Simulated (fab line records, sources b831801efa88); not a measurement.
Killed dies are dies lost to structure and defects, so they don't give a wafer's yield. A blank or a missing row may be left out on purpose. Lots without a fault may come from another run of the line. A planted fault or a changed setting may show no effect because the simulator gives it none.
A struck lot beside a sound one | flow sky130 | 15 steps out of a route of 708
Sound: wafers L428.1, L428.5, L428.6. Struck: wafers L444.3, L444.5, L444.6. The cause comes at the end.
At each step with rows: each side's tool, then ch and its chambers, then its first start. Under that, the readings that differ: sound wafers | struck wafers | difference of the means | sigmas: that difference in standard deviations of wafers without a fault.
alike: readings whose means differ by less than 2 such deviations, and words and numbers that are the same on both sides. not compared: withheld readings, readings that some wafer has no value for, bounds like >300 that may hide the same value, and numbers for which the record gives no deviation and whose values overlap.
The two part at a step that has a row with sigmas, a row that says differs or no value, or rows on one side only. Numbers that don't overlap but have no deviation are shown without sigmas and don't part them. A reading that every wafer of one side lacks parts them only if that side has two wafers or more.

SKY_NWELL_RS_MEAS_29: measures by four-point-probe.
  sound on film_metro-02, day 6 11:08; struck on film_metro-03, day 10 13:55
  alike: NWELL_RS
SKY_NWELL_RS_MEAS_31: measures by four-point-probe.
  sound on film_metro-02, day 6 11:22; struck on film_metro-03, day 10 14:10
  alike: PWDE_RS
then, 7 steps without rows for these wafers: SKY_VT_ADJUST_HVTP_DEHYDRATE_00 (time 60 s); SKY_VT_ADJUST_HVTP_HMDS_01 (prime time 60 s); SKY_VT_ADJUST_HVTP_COAT_02 (resist thk 1140 nm); SKY_VT_ADJUST_HVTP_SOFTBAKE_03 (time 60 s); SKY_VT_ADJUST_HVTP_EXPOSE_04 (exposes mask HVTPM, target cd 380 nm); SKY_VT_ADJUST_HVTP_PEB_05; SKY_VT_ADJUST_HVTP_DEVELOP_06 (develop time 60 s).
SKY_VT_ADJUST_HVTP_CD_MEAS_07: target cd 380 nm.
  sound on cd_sem-02, day 7 05:47; struck on cd_sem-01, day 11 12:45
  alike: cd_nm
SKY_VT_ADJUST_HVTP_OVL_MEAS_08:
  sound on overlay-01, day 7 05:55; struck on overlay-01, day 11 12:51
  alike: VT_ADJUST_HVTP_OVL
SKY_VT_ADJUST_HVTP_IMPLANT_09:
  sound on implanter-03 ch 0, day 7 05:56; struck on implanter-04 ch 0, day 11 12:55
  reading            | sound                         | struck                       | difference | sigmas
  dose_ions_cm2      | 4.292e+12 4.295e+12 4.303e+12 | 2.579e+12 2.58e+12 2.583e+12 | -1.716e+12 | -99 or more
  faraday_current_uA | 23.7 24.6 24.3                | 14.8 14.1 15.2               | -9.5       | -19
SKY_VT_ADJUST_HVTP_STRIP_10: strips in O2/N2.
  sound on plasma_asher-03 ch 0,1, day 7 06:05; struck on plasma_asher-03 ch 0,1, day 11 13:03
  alike: drypump_motor_current_A, oes_product_au, strip_time_to_endpoint_s
  not compared: rf_hours_counter_h
SKY_VT_ADJUST_HVTP_TW_MEAS_11:
  sound on film_metro-04, day 7 06:11; struck on film_metro-04, day 11 13:22
  reading           | sound          | struck         | difference | sigmas
  VT_ADJUST_HVTP_TW | 1359 1357 1359 | 1150 1148 1153 | -208       | -16
  not compared: hold
-- the record jumps here: 39 days lie between the struck wafers' starts before and after (it left off in module VT_ADJUST_HVTP and takes up again in module PAD_OPEN, whose first step shown is number 708 of the route) --
SKY_PAD_OPEN_PROBE_99:
  the record has rows for the struck wafers here (prober-02, day 50 17:27) and none for the sound ones

WHERE THEY PART
First at SKY_VT_ADJUST_HVTP_IMPLANT_09; last, within this record, at SKY_PAD_OPEN_PROBE_99.

WHY: what the simulator had put in
Process parameter drift: implanter-04, from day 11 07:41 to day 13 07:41, at SKY_VT_ADJUST_HVTP_IMPLANT_09. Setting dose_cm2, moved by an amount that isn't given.
